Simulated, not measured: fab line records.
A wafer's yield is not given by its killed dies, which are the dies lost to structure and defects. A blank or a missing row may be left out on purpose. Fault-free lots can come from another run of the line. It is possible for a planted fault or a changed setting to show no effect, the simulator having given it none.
A lot that was struck, set against a sound lot + flow gf180mcu + 44 out of 602 route steps
Sound: the wafers L482.1, L482.2, L482.3. Struck: wafers L496.1, L496.2, L496.3. Last of all comes the cause.
Each step with rows lists, per side, the tool, then ch with its chambers, then its first start. Under that, the readings that differ: sound wafers + struck wafers + difference of the means + sigmas: that difference in standard deviations of wafers without a fault.
alike: same words and numbers on both sides, and readings whose means sit less than 2 such deviations apart. not compared: any withheld reading, any reading some wafer has no value for, any bound like >300 that may hide the same value, and any number with overlapping values for which the record gives no deviation.
A row with sigmas, a row that says differs or no value, or rows on one side alone: a step with any of these is where the two part. When numbers do not overlap yet have no deviation, they are printed without sigmas and do not part them. A reading missing from all wafers of one side parts the sides only when that side holds two or more wafers.

first, 5 steps without rows for these wafers: GF_STI_WET_ETCH_17 (etches Si3N4 in H3PO4, target depth 45 nm, time 514 s); GF_STI_CLEAN_18 (cleans in SC1/SC2, time 150 s); GF_STI_CLEAN_19 (cleans in dHF, time 20 s); GF_STI_WET_ETCH_20 (etches SiO2 in dHF, target depth 20 nm, time 400 s); GF_STI_OXIDATION_21 (stabilise 600 s, purge 300 s, target thk 15 nm).
GF_STI_THK_MEAS_22:
  sound: film-metro-01 at day 3 05:24; struck: film-metro-01 at day 6 04:59
  alike: STI_OXIDATION_01_THK
then, 1 step without rows for these wafers: GF_STI_CVD_23 (deposits SiO2, target thk 650 nm, time 108.3 s).
GF_STI_THK_MEAS_24:
  sound: film-metro-01 at day 3 05:32; struck: film-metro-04 at day 6 05:07
  alike: STI_CVD_23_THK
GF_STI_CMP_25: polishes, stops on Si3N4, t overpolish 33 s, target thk 524.6 nm.
  sound on cmp-01 ch 0,2,3, day 3 05:35; struck on cmp-01 ch 0,2,3, day 6 05:11
  alike: motor-current-A, overpolish-run-s, retaining-ring-pressure-frac, time-to-endpoint-s
then, 3 steps without rows for these wafers: GF_STI_WET_ETCH_26 (etches SiO2 in dHF, target depth 94 nm, time 188 s); GF_STI_WET_ETCH_27 (etches Si3N4 in H3PO4, target depth 160 nm, time 1825 s); GF_STI_WET_ETCH_28 (etches SiO2 in dHF, target depth 20 nm, time 40 s).
GF_STI_OXIDATION_29: stabilise 600 s, purge 300 s, target thk 10 nm.
  sound on furnace-02 ch 0, day 3 07:22; struck on furnace-01 ch 0, day 6 06:11
| reading                                    | sound             | struck            | difference | sigmas |
|--------------------------------------------|-------------------|-------------------|------------|--------|
| zone-power-lower-pct (%)                   | 17.9 18.2 18.1    | 16.1 16.6 16.7    | -1.6       | -2     |
| model.SiO2_of_STI_OXIDATION_29.thk-nm (nm) | 10.17 10.35 10.43 | 11.65 11.24 11.32 | +1.09      |        |
  alike: spike-tc-centre-C
GF_STI_THK_MEAS_30:
  sound: film-metro-04 at day 3 08:45; struck: film-metro-02 at day 6 07:35
| reading                   | sound             | struck            | difference | sigmas |
|---------------------------|-------------------|-------------------|------------|--------|
| STI_OXIDATION_02_THK (nm) | 10.14 10.39 10.37 | 11.68 11.25 11.34 | +1.12      | +7     |
then, 8 steps without rows for these wafers: GF_DNWELL_DEHYDRATE_00 (time 60 s); GF_DNWELL_HMDS_01 (prime time 60 s); GF_DNWELL_COAT_02 (resist thk 3000 nm); GF_DNWELL_SOFTBAKE_03; GF_DNWELL_EXPOSE_04 (exposes mask DNWELL, target cd 1700 nm); GF_DNWELL_PEB_05; GF_DNWELL_DEVELOP_06 (develop time 60 s); GF_DNWELL_IMPLANT_07.
GF_DNWELL_STRIP_08: strips in O2/N2.
  sound on plasma-asher-04 ch 0,1, day 3 21:50; struck on plasma-asher-01 ch 0,1, day 6 22:35
  alike: chamber-pressure-mTorr, drypump-motor-current-A, heater-power-w, n2-flow-sccm, oes-product-au, platen-temp-c, strip-time-to-endpoint-s
  not compared: rf-hours-counter-h
GF_DNWELL_TW_MEAS_09:
  sound: film-metro-01 at day 3 21:56; struck: film-metro-01 at day 6 22:41
  alike: DNWELL_TW
then, 7 steps without rows for these wafers: GF_NWELL_DEHYDRATE_00 (time 60 s); GF_NWELL_HMDS_01 (prime time 60 s); GF_NWELL_COAT_02 (resist thk 3000 nm); GF_NWELL_SOFTBAKE_03; GF_NWELL_EXPOSE_04 (exposes mask Nwell, target cd 860 nm); GF_NWELL_PEB_05; GF_NWELL_DEVELOP_06 (develop time 60 s).
GF_NWELL_OVL_MEAS_07:
  sound: overlay-01 at day 4 10:43; struck: overlay-02 at day 7 13:17
  alike: NWELL_OVL
then, 2 steps without rows for these wafers: GF_NWELL_IMPLANT_08; GF_NWELL_IMPLANT_09.
GF_NWELL_STRIP_10: strips in O2/N2.
  sound on plasma-asher-03 ch 0,1, day 4 11:04; struck on plasma-asher-02 ch 0,1, day 7 13:37
  alike: chamber-pressure-mTorr, drypump-motor-current-A, heater-power-w, n2-flow-sccm, oes-product-au, platen-temp-c, strip-time-to-endpoint-s
  not compared: rf-hours-counter-h
GF_NWELL_TW_MEAS_11:
  sound: film-metro-02 at day 4 11:10; struck: film-metro-04 at day 7 13:43
  alike: NWELL_TW
then, 6 steps without rows for these wafers: GF_LVPWELL_DEHYDRATE_00 (time 60 s); GF_LVPWELL_HMDS_01 (prime time 60 s); GF_LVPWELL_COAT_02 (resist thk 3000 nm); GF_LVPWELL_SOFTBAKE_03; GF_LVPWELL_EXPOSE_04 (exposes mask LVPWELL, target cd 600 nm); GF_LVPWELL_PEB_05.
-- the record jumps here: 5 days lie between the struck wafers' starts before and after (it left off in module LVPWELL and takes up again in module VT_IMPLANT, whose first step shown is number 134 of the route) --
GF_VT_IMPLANT_CLEAN_44: cleans in SC1/SC2, time 150 s.
  sound on wet-bench-03 ch 1, day 9 03:46; struck on wet-bench-03 ch 3, day 12 18:38
| reading                                    | sound             | struck           | difference | sigmas |
|--------------------------------------------|-------------------|------------------|------------|--------|
| model.SiO2_of_STI_OXIDATION_29.thk-nm (nm) | 9.831 10.01 10.09 | 11.31 10.9 10.98 | +1.09      |        |
GF_PASSIVATION_PROBE_99:
  sound wafers here have rows in the record (prober-02, day 30 17:18); struck ones have none

WHERE THEY PART
Last at GF_PASSIVATION_PROBE_99 as far as this record goes, first at GF_STI_OXIDATION_29.

WHY: what the simulator had put in
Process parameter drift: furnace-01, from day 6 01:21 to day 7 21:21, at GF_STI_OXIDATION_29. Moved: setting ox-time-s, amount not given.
